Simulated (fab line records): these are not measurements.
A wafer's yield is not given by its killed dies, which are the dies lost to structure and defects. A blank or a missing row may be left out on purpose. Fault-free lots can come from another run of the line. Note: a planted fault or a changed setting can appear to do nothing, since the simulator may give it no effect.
Which of the tools did it? :: flow gf180mcu :: 11 lots with 33 wafers sampled at 2 steps, on a route of 602 steps

== WHAT EACH GAUGE READ, for each wafer ==
GF_POLY_GATE_THK_MEAS_01.
lot: L187
measured: day 9 03:54
on: film-metro-04
POLY_GATE_CVD_00_THK (nm): 203.0 202.3 201.7

lot: L188
measured: day 9 08:49
on: film-metro-04
POLY_GATE_CVD_00_THK (nm): 198.1 199.0 197.7

lot: L190
measured: day 9 19:10
on: film-metro-02
POLY_GATE_CVD_00_THK (nm): 198.2 198.7 198.8

lot: L192
measured: day 10 12:15
on: film-metro-04
POLY_GATE_CVD_00_THK (nm): 201.6 202.2 202.6

lot: L194
measured: day 11 00:42
on: film-metro-01
POLY_GATE_CVD_00_THK (nm): 198.8 200.1 199.9

lot: L197
measured: day 11 19:54
on: film-metro-02
POLY_GATE_CVD_00_THK (nm): 201.8 201.5 201.2

lot: L198
measured: day 12 03:10
on: film-metro-04
POLY_GATE_CVD_00_THK (nm): 201.5 200.7 199.5

lot: L199
measured: day 12 08:02
on: film-metro-02
POLY_GATE_CVD_00_THK (nm): 200.0 199.4 198.3

lot: L200
measured: day 12 16:04
on: film-metro-02
POLY_GATE_CVD_00_THK (nm): 138.6 138.7 138.8 138.5 138.8 138.8

lot: L201
measured: day 13 01:38
on: film-metro-04
POLY_GATE_CVD_00_THK (nm): 142.7 141.5 142.2 142.8 141.4 142.2

lot: L205
measured: day 14 03:39
on: film-metro-01
POLY_GATE_CVD_00_THK (nm): 199.7 197.6 198.3

== WHICH TOOL RAN EACH LOT (tool, then ch and the chambers of the sampled wafers, then the start) ==
lot: L187
GF_POLY_GATE_CVD_00: lpcvd-01 ch 0, day 9 02:34

lot: L188
GF_POLY_GATE_CVD_00: lpcvd-02 ch 1, day 9 07:28

lot: L190
GF_POLY_GATE_CVD_00: lpcvd-02 ch 0, day 9 17:49

lot: L192
GF_POLY_GATE_CVD_00: lpcvd-01 ch 0, day 10 10:55

lot: L194
GF_POLY_GATE_CVD_00: lpcvd-02 ch 0, day 10 22:42

lot: L197
GF_POLY_GATE_CVD_00: lpcvd-02 ch 0, day 11 18:34

lot: L198
GF_POLY_GATE_CVD_00: lpcvd-01 ch 0, day 12 01:49

lot: L199
GF_POLY_GATE_CVD_00: lpcvd-01 ch 1, day 12 06:42

lot: L200
GF_POLY_GATE_CVD_00: lpcvd-02 ch 1, day 12 14:43

lot: L201
GF_POLY_GATE_CVD_00: lpcvd-02 ch 1, day 13 00:18

lot: L205
GF_POLY_GATE_CVD_00: lpcvd-01 ch 1, day 14 02:19
- GF_POLY_GATE_CVD_00: deposits poly-Si, target thk 200 nm, time 1200 s.

== THE ANSWER, worked out from the rows above alone ==
Rule: usual is defined by the lots themselves. The widest of any qualifying gaps counts: lots, ordered by their means at a reading, are off when they make up no more than a third of the lots, leave a main group of 4 or more, and stand apart from it by 3 or more times the standard deviation of that group's means. A main group is skipped when, at the precision printed for the reading in the tables above, its means are all equal. Also off: a lot with no number at a reading for which 4 or more lots have one. All remaining lots with rows at the step are treated as sound.
Off: L200, L201, seen at GF_POLY_GATE_THK_MEAS_01 (POLY_GATE_CVD_00_THK). Main group: mean 200.1 nm, sd 1.5.
A tool fits if, at a process step before that reading, it ran every lot that is off, and no sound lot after the first of them. The gauges at GF_POLY_GATE_THK_MEAS_01 are tried like those tools. One fits: lpcvd-02 at GF_POLY_GATE_CVD_00. A fault onset in the window from L197 (day 11 18:34, its last sound lot) to L200 (day 12 14:43, its first lot off) fits.

== WHAT HAD BEEN PUT IN BY THE SIMULATOR ==
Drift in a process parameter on lpcvd-02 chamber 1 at GF_POLY_GATE_CVD_00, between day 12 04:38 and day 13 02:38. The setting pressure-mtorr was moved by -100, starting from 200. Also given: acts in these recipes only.
Struck lots among those shown: L200, L201. The rule above found the same.
